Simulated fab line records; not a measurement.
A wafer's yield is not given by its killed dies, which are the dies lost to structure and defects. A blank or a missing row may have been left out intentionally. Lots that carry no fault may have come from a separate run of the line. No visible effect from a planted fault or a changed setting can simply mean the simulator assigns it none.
Problem report in the 8D (eight disciplines) form, filled by code || flow sfq_line || the parts of the form that need people (team, actions taken, sign-off) are left out

1. PROBLEM STATEMENT
Wafers without a fault read 79.16 W, standard deviation 0.062; heater_power_total_W at SFQ_TRILAYER_M0_LITHO_PEB_024 reads a mean of 86.10 W on 3 wafers belonging to 2 lots. So: +99 or more standard deviations from the usual mean.
The step: peb time 60 s.
First seen on wafer L626.4, day 16 13:44, on litho_track-04. The record holds 42 wafers of 14 lots with a number at this step. By rule, "out" or "out of limits" means more than 4 standard deviations away from the usual mean. Any other wafer with a number is counted as sound.

2. WHAT THIS IS AND IS NOT
{"question": "which readings at this step", "is": "heater_power_total_W", "is not": "-"}
{"question": "which lots", "is": "L626, L627", "is not": "L610, L612, L614, L616, L618, L619, L620, L621, L622, L623, L628, L633"}
{"question": "which wafers of those lots", "is": "L626.4, L626.5, L627.4", "is not": "L626.3, L627.2, L627.6"}
{"question": "read on which tools", "is": "litho_track-04", "is not": "litho_track-02, litho_track-03"}
{"question": "when", "is": "from day 16 13:44", "is not": "up to then (31 sound wafers); but 8 sound wafers of L627, L628, L633 came after"}

3. WHAT RULES OUT EACH SUSPECT
Counting: a tool at a process step up to the reading stays a suspect if it ran every lot that is out. Sound lots after the first of them don't rule it out here, since some wafers of a struck lot are sound.
- litho_track-04 at SFQ_TRILAYER_M0_LITHO_PEB_024 (peb time 60 s): kept. Every lot that is out went through it, the first being L626 (day 16 13:44); the last sound lot it ran before that was L623 (day 14 14:55). Out on those wafers are its own readings of heater_power_total_W.
Left after counting: litho_track-04 at SFQ_TRILAYER_M0_LITHO_PEB_024.

4. THE CAUSE (what the simulator had put in)
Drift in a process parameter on litho_track-04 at SFQ_TRILAYER_M0_LITHO_PEB_024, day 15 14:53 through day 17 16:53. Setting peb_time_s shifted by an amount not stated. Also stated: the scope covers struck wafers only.
Counting left only this tool.

5. SEQUENCE OF EFFECTS, ordered by route
Rows list readings where the struck wafers' mean (over those with a number) sits beyond 3 standard deviations from the usual. Only readings whose record carries a usual standard deviation are examined. hours: median over the lots of the time between each lot's start at the first step of this table that gives one and its start at this step. sigmas: the change, counted in usual standard deviations.
{"hours": 0, "step": "SFQ_TRILAYER_M0_LITHO_PEB_024", "reading": "heater_power_total_W", "usual": "79.16 W", "on struck wafers": 86.10, "change": "+6.94", "sigmas": "+99 or more"}
The process steps in it:
- SFQ_TRILAYER_M0_LITHO_PEB_024: peb time 60 s.

6. WHAT WOULD HAVE CAUGHT IT SOONER
In this record no reading fell out of limits until day 16 13:44, 23 hours after the fault had begun at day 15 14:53.
